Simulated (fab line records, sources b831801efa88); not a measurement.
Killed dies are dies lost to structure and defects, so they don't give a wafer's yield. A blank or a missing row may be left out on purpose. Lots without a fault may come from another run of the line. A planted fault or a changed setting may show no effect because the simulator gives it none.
fab line records | flow gf180mcu
record lots=13 wafers=39 last_day=34
route steps=602 shown POLY_GATE@157 M1@320
lots that met no fault: from a run of the same line without faults
start_h: hours from the record's first day to the start of the lot's first wafer shown | wait_h: hours since the lot's step before | " the same as in the row above | L1.1+2: a row that stands for several wafers | - no value, or no start given | * or withheld: withheld | < > ~ a bound
route shown NAME@n: a module of which the file shows steps, and the number in the route of the first | usual: mean/standard deviation of fault-free wafers | same: alike in all rows | chamber/n: place in a boat | sites: the reading at each site | _std_site: their standard deviation | _edge_site: outer sites' mean less inner sites' | radius_mm: how far each site lies from the wafer's centre | mask NAME#n: copy n | behind: the tool/chamber that last shaped the wafer | hold: why the lot was held/for how many hours/how that ended | device: the transistor (n, p or np) that didn't switch | end of line: the same wafers' tests at the end of the route | a step without rows: its recipe alone | killed: dies lost to structure and defects at the first sort, not the wafer's yield | map: a wafer's dies, x killed, . not, _ none there
set.NAME: the setting as run; set.NAME@STEP: as run at that earlier step | model.NAME: the simulator's own value behind a step, which no gauge read
steps of the route over a sample of lots; a table a step, a row a wafer
services: from which hour (start_h, from the record's first day; less than 0 if before it) a tool's chamber was out of use, for how many hours, and why
## steps
# step GF_POLY_GATE_CVD_00
# recipe material=poly-Si target_thk_nm=200 temp_c=620 time_s=1200 pressure_mtorr=200
# columns lot.wafer tool chamber start_h wait_h
L598.2+3+6 lpcvd-02 1 181.98 0.0
L599.2+3+4 lpcvd-02 0 185.09 0.0
L600.1+5+6 lpcvd-02 0 193.71 0.0
L604.3+4+5 lpcvd-01 1 219.93 0.0
L605.3+5+6 lpcvd-01 1 230.51 0.0
L608.3+5+6 lpcvd-02 0 251.17 0.0
L609.1+3+6 lpcvd-02 0 259.69 0.0
L610.1+5+6 lpcvd-02 0 267.23 0.0
L611.1+5+6 lpcvd-01 1 271.68 0.0
L612.3+4+6 lpcvd-02 0 276.79 0.0
L618.2+5+6 lpcvd-01 1 319.14 0.0
L620.1+4+5 lpcvd-02 0 336.19 0.0
L621.1+4+5 lpcvd-01 0 343.07 0.0
# step GF_POLY_GATE_THK_MEAS_01
# recipe reads=poly-Si_of_POLY_GATE_CVD_00
# usual POLY_GATE_CVD_00_THK=199.9/2.1
# columns lot.wafer tool chamber start_h wait_h POLY_GATE_CVD_00_THK[nm]
L598.2 film_metro-04 - 183.32 0.0 201.9
L598.3 " - " " 201.1
L598.6 " - " " 201.3
L599.2 film_metro-02 - 186.43 0.0 198.0
L599.3 " - " " 200.0
L599.4 " - " " 200.1
L600.1 film_metro-03 - 195.04 0.0 195.2
L600.5 " - " " 196.3
L600.6 " - " " 195.0
L604.3 film_metro-04 - 221.95 0.0 196.8
L604.4 " - " " 197.7
L604.5 " - " " 199.0
L605.3 film_metro-04 - 231.87 0.0 201.6
L605.5 " - " " 199.5
L605.6 " - " " 201.3
L608.3 film_metro-02 - 252.52 0.0 202.4
L608.5 " - " " 201.9
L608.6 " - " " 202.3
L609.1 film_metro-02 - 261.03 0.0 201.2
L609.3 " - " " 199.9
L609.6 " - " " 202.3
L610.1 film_metro-02 - 270.23 0.0 126.5
L610.5 " - " " 127.2
L610.6 " - " " 125.8
L611.1 film_metro-03 - 273.02 0.0 197.8
L611.5 " - " " 197.4
L611.6 " - " " 197.9
L612.3 film_metro-02 - 278.15 0.0 129.2
L612.4 " - " " 128.8
L612.6 " - " " 128.0
L618.2 film_metro-02 - 320.48 0.0 197.9
L618.5 " - " " 197.0
L618.6 " - " " 198.1
L620.1 film_metro-02 - 337.52 0.0 202.9
L620.4 " - " " 204.0
L620.5 " - " " 203.5
L621.1 film_metro-03 - 344.40 0.0 201.1
L621.4 " - " " 199.5
L621.5 " - " " 200.8
# step GF_POLY_GATE_ETCH_13
# recipe target=poly-Si target_depth_nm=198.5 stop_on=SiO2 over_etch_frac=0.403 chemistry=HBr/Cl2 icp_w=400 bias_w=100 pressure_mtorr=10 HBr_flow_sccm=150 Cl2_flow_sccm=50 time_s=69.6
# usual drypump_motor_current_A=5.80/0.26 oes_product_au=0.990/0.009 throttle_valve_pct=33.684/0.0086
# columns lot.wafer tool chamber start_h wait_h drypump_motor_current_A oes_product_au rf_hours_counter_h throttle_valve_pct
L598.2 rie_si-01 3 200.53 - 5.88 1.001 2 33.685
L598.3 " 2 " " 5.72 0.983 18 33.682
L598.6 " 1 " " 5.67 0.991 - 33.696
L599.2 rie_si-01 3 203.79 - 5.92 0.990 2 33.675
L599.3 " 1 " " 5.65 0.982 93 33.684
L599.4 " 2 " " 5.74 0.991 18 33.675
L600.1 rie_si-02 0 212.72 - 5.68 0.988 1 33.698
L600.5 " 2 " " 5.89 0.969 - 33.681
L600.6 " 1 " " 5.34 0.964 - 33.674
L604.3 rie_si-02 2 239.68 - 5.88 0.972 106 33.683
L604.4 " 0 " " 5.60 0.984 1 33.694
L604.5 " 1 " " 5.38 0.974 - 33.682
L605.3 rie_si-01 3 249.38 - 5.90 0.999 2 33.681
L605.5 " 2 " " 5.82 0.986 - 33.680
L605.6 " 3 " " 5.90 1.005 - 33.687
L608.3 rie_si-02 0 272.39 - 5.62 0.990 1 33.668
L608.5 " 0 " " 5.69 0.989 - 33.674
L608.6 " 1 " " 5.35 0.983 - 33.692
L609.1 rie_si-01 3 280.65 - 5.88 0.991 3 33.700
L609.3 " 2 " " 5.76 0.980 19 33.703
L609.6 " 3 " " 5.90 0.998 - 33.680
L610.1 rie_si-02 0 289.82 - 5.57 0.735 1 33.689
L610.5 " 3 " " 5.92 0.740 - 33.668
L610.6 " 1 " " 5.37 0.735 - 33.683
L611.1 rie_si-01 1 293.23 - 5.67 0.993 94 33.678
L611.5 " 0 " " 6.32 0.994 - 33.696
L611.6 " 1 " " 5.68 0.983 - 33.681
L612.3 rie_si-02 2 298.22 - 5.89 0.744 0 33.686
L612.4 " 3 " " 5.91 0.744 1 33.689
L612.6 " 2 " " 5.85 0.740 - 33.676
L618.2 rie_si-01 3 341.53 - 5.90 0.997 3 33.689
L618.5 " 3 " " 5.90 0.983 - 33.694
L618.6 " 0 " " 6.30 0.983 - 33.674
L620.1 rie_si-02 1 359.17 - 5.35 0.985 7 33.695
L620.4 " 3 " " 5.91 1.001 1 33.677
L620.5 " 3 " " 5.90 1.001 - 33.696
L621.1 rie_si-01 2 366.59 - 5.78 0.984 20 33.680
L621.4 " 3 " " 5.89 0.993 - 33.673
L621.5 " 1 " " 5.67 0.990 - 33.685
# step GF_M1_RS_MEAS_05
# recipe thk_meas_gauge=four-point-probe reads=TiN_of_M1_SPUTTER_04+Ti_of_M1_SPUTTER_03+AlCu_of_M1_SPUTTER_02+TiN_of_M1_SPUTTER_01+Ti_of_M1_SPUTTER_00
# usual M1_ALCU_RS=0.0699/0.00083
# columns lot.wafer tool chamber start_h wait_h M1_ALCU_RS[ohm/sq]
L598.2 film_metro-01 - 365.38 0.0 0.0689
L598.3 " - " " 0.0691
L598.6 " - " " 0.0699
L599.2 film_metro-01 - 369.15 0.0 0.0697
L599.3 " - " " 0.0695
L599.4 " - " " 0.0692
L600.1 film_metro-04 - 379.95 0.0 0.0698
L600.5 " - " " 0.0698
L600.6 " - " " 0.0695
L604.3 film_metro-01 - 419.28 0.1 0.0700
L604.4 " - " " 0.0698
L604.5 " - " " 0.0698
L605.3 film_metro-01 - 429.26 0.1 0.0710
L605.5 " - " " 0.0693
L605.6 " - " " 0.0711
L608.3 film_metro-01 - 461.43 0.1 0.0692
L608.5 " - " " 0.0711
L608.6 " - " " 0.0694
L609.1 film_metro-03 - 469.10 0.0 0.0697
L609.3 " - " " 0.0701
L609.6 " - " " 0.0700
L610.1 film_metro-03 - 475.23 0.0 0.0694
L610.5 " - " " 0.0690
L610.6 " - " " 0.0689
L611.1 film_metro-03 - 490.24 0.0 0.0707
L611.5 " - " " 0.0713
L611.6 " - " " 0.0713
L612.3 film_metro-01 - 491.68 0.1 0.0710
L612.4 " - " " 0.0714
L612.6 " - " " 0.0696
L618.2 film_metro-03 - 536.17 0.0 0.0707
L618.5 " - " " 0.0695
L618.6 " - " " 0.0689
L620.1 film_metro-01 - 558.13 0.0 0.0699
L620.4 " - " " 0.0696
L620.5 " - " " 0.0701
L621.1 film_metro-01 - 563.19 0.0 0.0711
L621.4 " - " " 0.0707
L621.5 " - " " 0.0707
# step GF_M1_THK_MEAS_06
# recipe thk_meas_gauge=xrf reads=AlCu_of_M1_SPUTTER_02
# usual M1_ALCU_THK=449/5.4
# columns lot.wafer tool chamber start_h wait_h M1_ALCU_THK[nm]
L598.2 film_metro-01 - 365.49 0.1 451
L598.3 " - " " 448
L598.6 " - " " 444
L599.2 film_metro-01 - 369.26 0.1 450
L599.3 " - " " 449
L599.4 " - " " 456
L600.1 film_metro-04 - 380.07 0.1 451
L600.5 " - " " 452
L600.6 " - " " 450
L604.3 film_metro-01 - 419.38 0.1 448
L604.4 " - " " 452
L604.5 " - " " 451
L605.3 film_metro-01 - 429.36 0.1 441
L605.5 " - " " 451
L605.6 " - " " 442
L608.3 film_metro-01 - 461.53 0.1 451
L608.5 " - " " 439
L608.6 " - " " 448
L609.1 film_metro-03 - 469.22 0.1 447
L609.3 " - " " 445
L609.6 " - " " 449
L610.1 film_metro-03 - 475.35 0.1 451
L610.5 " - " " 453
L610.6 " - " " 454
L611.1 film_metro-03 - 490.36 0.1 444
L611.5 " - " " 442
L611.6 " - " " 442
L612.3 film_metro-01 - 491.78 0.1 440
L612.4 " - " " 438
L612.6 " - " " 447
L618.2 film_metro-03 - 536.28 0.1 444
L618.5 " - " " 453
L618.6 " - " " 456
L620.1 film_metro-01 - 558.25 0.1 445
L620.4 " - " " 450
L620.5 " - " " 446
L621.1 film_metro-01 - 563.31 0.1 440
L621.4 " - " " 444
L621.5 " - " " 440
# step GF_M1_CD_MEAS_14
# recipe target_cd_nm=230
# usual cd_nm=229.9/0.94
# columns lot.wafer tool chamber start_h wait_h cd_nm
L598.2 cd_sem-02 - 388.58 0.3 229.7
L598.3 " - " " 228.6
L598.6 " - " " 229.0
L599.2 cd_sem-02 - 391.85 0.1 229.8
L599.3 " - " " 230.7
L599.4 " - " " 229.2
L600.1 cd_sem-02 - 402.95 0.1 228.8
L600.5 " - " " 229.6
L600.6 " - " " 228.4
L604.3 cd_sem-01 - 443.67 0.1 229.4
L604.4 " - " " 230.4
L604.5 " - " " 230.1
L605.3 cd_sem-02 - 453.62 0.1 229.5
L605.5 " - " " 229.8
L605.6 " - " " 228.5
L608.3 cd_sem-02 - 485.04 0.1 230.7
L608.5 " - " " 230.5
L608.6 " - " " 229.7
L609.1 cd_sem-02 - 494.11 0.2 230.0
L609.3 " - " " 229.0
L609.6 " - " " 230.2
L610.1 cd_sem-02 - 499.76 0.3 229.9
L610.5 " - " " 230.7
L610.6 " - " " 230.3
L611.1 cd_sem-02 - 514.08 0.1 229.4
L611.5 " - " " 228.6
L611.6 " - " " 229.9
L612.3 cd_sem-02 - 515.20 0.1 230.5
L612.4 " - " " 230.7
L612.6 " - " " 229.4
L618.2 cd_sem-01 - 558.50 0.1 228.4
L618.5 " - " " 229.6
L618.6 " - " " 229.8
L620.1 cd_sem-01 - 580.16 0.1 229.8
L620.4 " - " " 230.7
L620.5 " - " " 229.7
L621.1 cd_sem-01 - 585.03 0.1 230.4
L621.4 " - " " 231.3
L621.5 " - " " 231.3
## services
# columns tool chamber start_h hours kind
rie_si-02 3 197.40 - clean
rie_si-02 3 197.40 19.7 scheduled_down
rie_si-02 3 197.40 19.7 vent_cycle
rie_si-02 - 216.40 2.8 pm
rie_si-01 1 226.41 4.4 repair
lpcvd-01 - 240.24 2.8 repair
rie_si-02 2 279.99 - clean
rie_si-02 2 279.99 13.7 scheduled_down
rie_si-02 2 279.99 13.7 vent_cycle
rie_si-01 1 282.64 7.5 repair
rie_si-01 - 295.83 2.8 pm
rie_si-01 1 333.90 - clean
rie_si-01 1 333.90 21.0 scheduled_down
rie_si-01 1 333.90 21.0 vent_cycle
rie_si-01 0 362.70 - clean
rie_si-01 0 362.70 22.2 scheduled_down
rie_si-01 0 362.70 22.2 vent_cycle
## key
first_sign step=GF_POLY_GATE_THK_MEAS_01 reading=POLY_GATE_CVD_00_THK direction=down sigmas=35 usual=199.9 struck=127.6
effect step=GF_POLY_GATE_ETCH_13 reading=oes_product_au direction=down sigmas=28 usual=0.990 struck=0.740
met_at GF_POLY_GATE_CVD_00
struck_lots L610,L612
tester_left_out L610,L612
not_acting_at GF_M1_RS_MEAS_05,GF_M1_THK_MEAS_06,GF_M1_CD_MEAS_14
onset_between 259.69 267.23
fault kind=process_parameter_drift tool=lpcvd-02 chamber=- onset_h=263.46 steps=GF_POLY_GATE_CVD_00 channel=target_thk_nm offset=-72.716 shape=step end_h=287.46 acts_in=these_recipes_only stated=200
# tester_left_out: of these lots the tester's yield and bins aren't shown, on N5 and GAA mostly nor the transistor test; their killed dies are dies lost to structure and defects alone, not to doping, threshold or leakage, so they don't give the yield
